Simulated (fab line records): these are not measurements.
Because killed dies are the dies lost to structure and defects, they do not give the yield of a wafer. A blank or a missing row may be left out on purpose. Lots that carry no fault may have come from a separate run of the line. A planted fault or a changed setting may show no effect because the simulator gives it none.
Matching of chambers | flow sky130 | SKY_CONTACT_ETCH_16 on rieDiel-03: 4 sister chambers
The step etches BARC in N2/H2, stops on SiO2, time 45.9 s, target depth 60 nm. 8 wafers are shown with their chamber, then 8 later ones without.

WAFERS PAIRED WITH THEIR CHAMBERS
wafer  | chamber | drypumpMotorCurrentA (A) | oesProductAu (a.u.)
L413.1 | 0       | 5.9                      | 0.857
L413.2 | 3       | 6.3                      | 0.854
L413.3 | 1       | 5.3                      | 0.860
L412.2 | 3       | 6.3                      | 0.849
L412.4 | 0       | 5.9                      | 0.854
L415.2 | 1       | 5.4                      | 0.855
L415.6 | 2       | 5.7                      | 0.850
L417.1 | 2       | 5.7                      | 0.850

WAFERS WHOSE CHAMBER IS MISSING
wafer  | drypumpMotorCurrentA (A) | oesProductAu (a.u.)
L417.4 | 5.9                      | 0.855
L417.5 | 5.8                      | 0.856
L421.1 | 5.6                      | 0.863
L421.2 | 6.3                      | 0.853
L421.5 | 6.3                      | 0.855
L429.1 | 5.8                      | 0.852
L429.3 | 6.3                      | 0.854
L429.4 | 5.6                      | 0.857

WHICH CHAMBER EACH ONE RAN IN
wafer  | from the rows above     | in truth
L417.4 | 0                       | 0
L417.5 | can't be placed: 0 or 2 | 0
L421.1 | can't be placed: 2 or 1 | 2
L421.2 | 3                       | 3
L421.5 | 3                       | 3
L429.1 | can't be placed: 2 or 0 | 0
L429.3 | 3                       | 3
L429.4 | 2                       | 2
5 of 8 placed correctly. From these rows, 3 cannot be placed; in 3 the true chamber is one of the candidates. 0 placed wrongly.
How it was worked out, from the rows above alone: a wafer's distance from a chamber is the root of the sum, over the readings, of the square of ((its reading less the chamber's mean) divided by the reading's scatter). If the next closest chamber is less than 2 further off than the closest, the wafer can't be placed; otherwise it belongs to the closest. The mean given for a chamber averages the wafers shown for that chamber. The scatter: the root of (the sum of the squares of (reading less its chamber's mean) over the shown wafers, divided by (wafers less chambers)).
